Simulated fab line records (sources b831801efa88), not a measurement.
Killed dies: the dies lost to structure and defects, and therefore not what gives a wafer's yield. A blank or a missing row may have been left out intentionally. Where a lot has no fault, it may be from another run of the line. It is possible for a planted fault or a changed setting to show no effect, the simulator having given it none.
The tool behind it: which one? / flow gf180mcu / Sampling: 13 lots, 39 wafers, 3 of 602 route steps

## WHAT THE GAUGES READ, wafer by wafer
GF_V5_RS_MEAS_24: measurement is done with a four-point probe. Usual: for V5_W_RS the level is 0.326 ohm/sq and the standard deviation is 0.0055.
lot=L915; measured=day 27 06:24; on=film metro-04; V5_W_RS (ohm/sq)=0.323 0.328 0.326; flag=
lot=L916; measured=day 27 11:52; on=film metro-03; V5_W_RS (ohm/sq)=0.325 0.331 0.332; flag=
lot=L917; measured=day 27 17:06; on=film metro-01; V5_W_RS (ohm/sq)=0.315 0.319 0.327; flag=
lot=L918; measured=day 28 04:23; on=film metro-03; V5_W_RS (ohm/sq)=0.326 0.326 0.322; flag=
lot=L921; measured=day 28 23:34; on=film metro-01; V5_W_RS (ohm/sq)=0.333 0.316 0.331; flag=
lot=L922; measured=day 29 02:43; on=film metro-04; V5_W_RS (ohm/sq)=0.315 0.319 0.332; flag=
lot=L924; measured=day 29 21:51; on=film metro-01; V5_W_RS (ohm/sq)=0.328 0.318 0.318; flag=
lot=L925; measured=day 30 06:52; on=film metro-04; V5_W_RS (ohm/sq)=0.320 0.331 0.331; flag=
lot=L926; measured=day 30 17:00; on=film metro-03; V5_W_RS (ohm/sq)=0.333 0.321 0.332; flag=
lot=L930; measured=day 31 14:20; on=film metro-03; V5_W_RS (ohm/sq)=0.323 0.307 0.322; flag=
lot=L936; measured=day 33 05:08; on=film metro-03; V5_W_RS (ohm/sq)=0.328 0.330 0.328; flag=
lot=L937; measured=day 33 11:02; on=film metro-03; V5_W_RS (ohm/sq)=0.325 0.325 0.324; flag=
lot=L938; measured=day 33 19:11; on=film metro-03; V5_W_RS (ohm/sq)=0.325 0.326 0.327; flag=

GF_V5_THK_MEAS_25: measures by xrf. Usual: for V5_W_THK the level is 348 nm and the standard deviation is 6.4.
lot=L915; measured=day 27 06:30; on=film metro-04; V5_W_THK (nm)=354 350 351; flag=
lot=L916; measured=day 27 11:58; on=film metro-03; V5_W_THK (nm)=348 342 340; flag=
lot=L917; measured=day 27 17:13; on=film metro-01; V5_W_THK (nm)=360 355 349; flag=
lot=L918; measured=day 28 04:29; on=film metro-03; V5_W_THK (nm)=351 349 353; flag=
lot=L921; measured=day 28 23:40; on=film metro-01; V5_W_THK (nm)=343 363 343; flag=
lot=L922; measured=day 29 02:49; on=film metro-04; V5_W_THK (nm)=363 356 347; flag=
lot=L924; measured=day 29 21:58; on=film metro-01; V5_W_THK (nm)=343 357 357; flag=
lot=L925; measured=day 30 06:59; on=film metro-04; V5_W_THK (nm)=360 344 346; flag=
lot=L926; measured=day 30 17:07; on=film metro-03; V5_W_THK (nm)=338 350 338; flag=
lot=L930; measured=day 31 14:26; on=film metro-03; V5_W_THK (nm)=348 369 349; flag=
lot=L936; measured=day 33 05:14; on=film metro-03; V5_W_THK (nm)=343 344 345; flag=
lot=L937; measured=day 33 11:09; on=film metro-03; V5_W_THK (nm)=348 347 347; flag=
lot=L938; measured=day 33 19:17; on=film metro-03; V5_W_THK (nm)=347 348 343; flag=

## WHAT TOOL EACH LOT RAN ON (gives the tool, then ch and the chambers of the sampled wafers, and finally the start)
lot=L915; GF_V5_CVD_23=cvd w-02 ch 0,1, day 27 06:17
lot=L916; GF_V5_CVD_23=cvd w-02 ch 0,1, day 27 11:45
lot=L917; GF_V5_CVD_23=cvd w-01 ch 0,1, day 27 16:58
lot=L918; GF_V5_CVD_23=cvd w-02 ch 1, day 28 04:14
lot=L921; GF_V5_CVD_23=cvd w-01 ch 0,1, day 28 23:22
lot=L922; GF_V5_CVD_23=cvd w-01 ch 0,1, day 29 02:35
lot=L924; GF_V5_CVD_23=cvd w-01 ch 0,1, day 29 21:43
lot=L925; GF_V5_CVD_23=cvd w-01 ch 0,1, day 30 06:46
lot=L926; GF_V5_CVD_23=cvd w-01 ch 0,1, day 30 16:53
lot=L930; GF_V5_CVD_23=cvd w-01 ch 0,1, day 31 14:13
lot=L936; GF_V5_CVD_23=cvd w-02 ch 0,1, day 33 05:01
lot=L937; GF_V5_CVD_23=cvd w-02 ch 0,1, day 33 10:55
lot=L938; GF_V5_CVD_23=cvd w-02 ch 0,1, day 33 19:04
- GF_V5_CVD_23: deposits W, target thk 350 nm, time 104.9 s.

## WHAT THE TOOLS THEMSELVES READ (means of the sampled wafers that have a number; where no wafer has one, the mark that the record gives instead)
GF_V5_CVD_23. Usual: heater power w 924 W, standard deviation 110.
lot=L915; tool=cvd w-02; heater power w (W)=1020; flag=
lot=L916; tool=cvd w-02; heater power w (W)=930; flag=
lot=L917; tool=cvd w-01; heater power w (W)=860; flag=
lot=L918; tool=cvd w-02; heater power w (W)=859; flag=
lot=L921; tool=cvd w-01; heater power w (W)=866; flag=
lot=L922; tool=cvd w-01; heater power w (W)=868; flag=
lot=L924; tool=cvd w-01; heater power w (W)=874; flag=
lot=L925; tool=cvd w-01; heater power w (W)=855; flag=
lot=L926; tool=cvd w-01; heater power w (W)=859; flag=
lot=L930; tool=cvd w-01; heater power w (W)=875; flag=
lot=L936; tool=cvd w-02; heater power w (W)=1022; flag=
lot=L937; tool=cvd w-02; heater power w (W)=939; flag=
lot=L938; tool=cvd w-02; heater power w (W)=1044; flag=

## THE ANSWER, worked out from the rows above alone
Rule: lot off if the mean of its wafers having a number is beyond 3 standard deviations from the usual mean. Also off: a lot with no number at a reading for which 4 or more lots have one. The other lots that the step has rows for count as sound. After the gauges, taken in route order, come the tools' own readings; for these a lot's mean is taken, as printed above. At the first step where some lot is off, the reading lying furthest off is the one used; lots without a number count as furthest.
No lot is off on any of the readings shown, so nothing can be concluded from this.

## WHAT HAD BEEN PUT IN BY THE SIMULATOR
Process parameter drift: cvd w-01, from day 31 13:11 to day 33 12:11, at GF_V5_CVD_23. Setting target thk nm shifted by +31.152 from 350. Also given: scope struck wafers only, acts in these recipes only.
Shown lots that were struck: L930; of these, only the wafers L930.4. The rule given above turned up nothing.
